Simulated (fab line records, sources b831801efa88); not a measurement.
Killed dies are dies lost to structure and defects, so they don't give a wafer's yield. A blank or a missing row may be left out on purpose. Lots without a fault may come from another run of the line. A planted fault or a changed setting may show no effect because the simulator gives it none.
Which tool did it? | flow sky130 | 11 lots, 33 wafers sampled, at 4 steps of a route of 708

WHAT THE GAUGES READ, wafer by wafer
SKY_VIA4_OVL_MEAS_11. Usual: VIA4_OVL 0.6 nm, standard deviation 1.2.
lot  | measured     | on         | VIA4_OVL (nm) | flag
L208 | day 43 19:15 | overlay-01 | -0.5 0.9 -0.4 |
L212 | day 44 06:10 | overlay-02 | 2.8 -1.5 0.7  |
L213 | day 44 22:24 | overlay-01 | -0.4 0.4 0.6  |
L215 | day 45 03:50 | overlay-01 | 0.9 0.5 0.4   |
L218 | day 45 23:52 | overlay-01 | -1.4 1.2 1.0  |
L219 | day 46 04:22 | overlay-02 | -0.5 -0.1 0.1 |
L220 | day 46 10:14 | overlay-01 | 2.1 1.6 1.0   |
L223 | day 46 22:57 | overlay-02 | 2.0 1.8 1.4   |
L227 | day 47 23:03 | overlay-02 | -0.1 0.3 0.4  |
L229 | day 48 07:22 | overlay-01 | 0.5 0.0 0.6   |
L230 | day 48 16:04 | overlay-01 | 1.7 1.5 4.0   |

SKY_PASSIVATION_THK_MEAS_03. Usual: PASSIVATION_CVD_02_THK 541 nm, standard deviation 6.7.
lot  | measured     | on            | PASSIVATION_CVD_02_THK (nm) | flag
L208 | day 44 20:19 | film_metro-03 | 538 536 537                 |
L212 | day 45 07:06 | film_metro-01 | 534 547 544                 |
L213 | day 45 22:29 | film_metro-03 | 539 543 536                 |
L215 | day 46 04:05 | film_metro-03 | 712 719 731                 | OFF
L218 | day 46 23:43 | film_metro-03 | 708 715 721                 | OFF
L219 | day 47 03:56 | film_metro-01 | 697 706 714                 | OFF
L220 | day 47 09:36 | film_metro-01 | 537 549 542                 |
L223 | day 47 21:21 | film_metro-01 | 539 541 545                 |
L227 | day 48 20:09 | film_metro-01 | 533 532 539                 |
L229 | day 49 03:40 | film_metro-01 | 536 537 548                 |
L230 | day 49 12:56 | film_metro-02 | 542 543 546                 |

WHICH TOOL RAN EACH LOT (tool, then ch and the chambers of the sampled wafers, then the start)
lot  | SKY_METAL5_SPUTTER_03        | SKY_PASSIVATION_CVD_02
L208 | pvd_sputter-01, day 43 20:44 | pecvd-03 ch 0,2, day 44 20:04
L212 | pvd_sputter-02, day 44 07:46 | pecvd-04 ch 0,1,2, day 45 06:52
L213 | pvd_sputter-03, day 44 23:53 | pecvd-04 ch 0,1,2, day 45 22:20
L215 | pvd_sputter-02, day 45 05:32 | pecvd-04 ch 0,1, day 46 03:51
L218 | pvd_sputter-01, day 46 01:29 | pecvd-04 ch 1,2, day 46 23:28
L219 | pvd_sputter-02, day 46 06:28 | pecvd-04 ch 1,2, day 47 03:42
L220 | pvd_sputter-03, day 46 11:46 | pecvd-03 ch 0,1,2, day 47 09:22
L223 | pvd_sputter-03, day 47 00:26 | pecvd-01 ch 1,2, day 47 21:06
L227 | pvd_sputter-02, day 48 00:32 | pecvd-01 ch 0,1,2, day 48 19:55
L229 | pvd_sputter-03, day 48 09:01 | pecvd-01 ch 0,1, day 49 03:26
L230 | pvd_sputter-01, day 48 17:35 | pecvd-01 ch 0,1, day 49 12:43
- SKY_METAL5_SPUTTER_03: material Ti, target thk 5 nm, time 3.3 s.
- SKY_PASSIVATION_CVD_02: deposits Si3N4, target thk 540 nm.

WHAT THE TOOLS THEMSELVES READ (means of the sampled wafers that have a number; where no wafer has one, the mark that the record gives instead)
SKY_METAL5_SPUTTER_03. Usual: throttle_valve_pct 30.4 %, standard deviation 1.
lot  | tool           | throttle_valve_pct (%) | flag
L208 | pvd_sputter-01 | 31.4                   |
L212 | pvd_sputter-02 | 30.4                   |
L213 | pvd_sputter-03 | 30.8                   |
L215 | pvd_sputter-02 | 29.4                   |
L218 | pvd_sputter-01 | 30.9                   |
L219 | pvd_sputter-02 | 29.7                   |
L220 | pvd_sputter-03 | 30.1                   |
L223 | pvd_sputter-03 | 30.4                   |
L227 | pvd_sputter-02 | 30.6                   |
L229 | pvd_sputter-03 | 30.7                   |
L230 | pvd_sputter-01 | 30.7                   |

SKY_PASSIVATION_CVD_02. Usual: heater_power_w 711 W, standard deviation 110.
lot  | tool     | heater_power_w (W) | flag
L208 | pecvd-03 | 656                |
L212 | pecvd-04 | 698                |
L213 | pecvd-04 | 698                |
L215 | pecvd-04 | 685                |
L218 | pecvd-04 | 686                |
L219 | pecvd-04 | 737                |
L220 | pecvd-03 | 691                |
L223 | pecvd-01 | 763                |
L227 | pecvd-01 | 776                |
L229 | pecvd-01 | 850                |
L230 | pecvd-01 | 827                |

THE ANSWER, worked out from the rows above alone
Rule: a lot is off if the mean of its wafers that have a number lies more than 3 standard deviations from the usual mean. A lot without any number at a reading at which 4 lots or more have one is off too. The other lots that the step has rows for count as sound. The gauges are gone through in route order, then the tools' own readings, and for those a lot's mean is taken as printed above. The first step at which some lot is off is used, and at that step the reading that is off furthest; a lot without a number counts as furthest.
Off: L215, L218, L219, at SKY_PASSIVATION_THK_MEAS_03 (PASSIVATION_CVD_02_THK).
A tool fits if, at a process step before that reading, it ran every lot that is off, and no sound lot after the first of them. The gauges at SKY_PASSIVATION_THK_MEAS_03 are tried like those tools. One fits: pecvd-04 at SKY_PASSIVATION_CVD_02. Its last sound lot is L213 (day 45 22:20), its first lot that is off L215 (day 46 03:51): a fault that began between those two fits.

WHAT THE SIMULATOR HAD PUT IN
Process parameter drift: pecvd-04, from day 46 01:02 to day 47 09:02, at SKY_PASSIVATION_CVD_02. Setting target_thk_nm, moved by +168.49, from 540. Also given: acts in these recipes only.
Lots struck among those shown: L215, L218, L219. The rule above found the same.
